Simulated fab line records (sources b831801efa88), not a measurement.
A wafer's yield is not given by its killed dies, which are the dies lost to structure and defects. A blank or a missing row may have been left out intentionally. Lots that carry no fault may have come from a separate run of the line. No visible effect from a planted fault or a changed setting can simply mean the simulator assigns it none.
Which tool did it? / flow sky130 / 14 lots (42 wafers sampled), 1 step of a 708-step route

== WHAT THE GAUGES READ, wafer by wafer ==
SKY_METAL3_CD_MEAS_13 targets a cd of 300 nm. Usual: cd-nm at 299.7 nm, with a standard deviation of 1.4.
lot=L555; measured=day 38 13:07; on=cd-sem-02; cd-nm (nm)=300.3 301.0 300.0; flag=
lot=L556; measured=day 38 17:47; on=cd-sem-02; cd-nm (nm)=299.5 298.6 299.4; flag=
lot=L557; measured=day 38 20:54; on=cd-sem-01; cd-nm (nm)=300.0 298.2 297.9; flag=
lot=L558; measured=day 39 06:13; on=cd-sem-01; cd-nm (nm)=298.8 297.8 297.9; flag=
lot=L559; measured=day 39 19:07; on=cd-sem-01; cd-nm (nm)=299.8 300.0 298.9; flag=
lot=L560; measured=day 40 01:37; on=cd-sem-02; cd-nm (nm)=297.9 298.4 297.9; flag=
lot=L563; measured=day 41 00:43; on=cd-sem-01; cd-nm (nm)=298.7 298.6 298.4; flag=
lot=L564; measured=day 41 05:27; on=cd-sem-02; cd-nm (nm)=299.2 300.0 300.9; flag=
lot=L565; measured=day 41 11:11; on=cd-sem-01; cd-nm (nm)=301.3 300.4 299.8; flag=
lot=L567; measured=day 42 04:32; on=cd-sem-01; cd-nm (nm)=301.1 300.0 298.5; flag=
lot=L568; measured=day 42 08:52; on=cd-sem-01; cd-nm (nm)=300.1 300.5 300.1; flag=
lot=L569; measured=day 42 17:44; on=cd-sem-01; cd-nm (nm)=301.8 302.0 303.0; flag=
lot=L570; measured=day 42 20:22; on=cd-sem-02; cd-nm (nm)=300.9 299.4 299.3; flag=
lot=L575; measured=day 44 09:25; on=cd-sem-01; cd-nm (nm)=298.7 299.4 299.2; flag=

== TOOL THAT RAN EACH LOT (tool first, then ch and the chambers of the sampled wafers, then the start) ==
Before these readings, the record contains no process step.

== AS READ BY THE TOOLS THEMSELVES (means over the sampled wafers that have a number; for cases with no such wafer, the mark the record gives instead) ==
The record holds no such reading with a usual standard deviation.

== THE ANSWER, worked out from the rows above alone ==
Rule: lot off if the mean of its wafers having a number is beyond 3 standard deviations from the usual mean. A lot without any number at a reading at which 4 lots or more have one is off too. All remaining lots with rows at the step are treated as sound. Order of review: gauges by route order, followed by the tools' own readings, for which a lot's mean as printed above is used. At the first step where some lot is off, the reading lying furthest off is the one used; lots without a number count as furthest.
No lot is off on any of the readings shown, so nothing can be concluded from this.

== WHAT THE SIMULATOR HAD PUT IN ==
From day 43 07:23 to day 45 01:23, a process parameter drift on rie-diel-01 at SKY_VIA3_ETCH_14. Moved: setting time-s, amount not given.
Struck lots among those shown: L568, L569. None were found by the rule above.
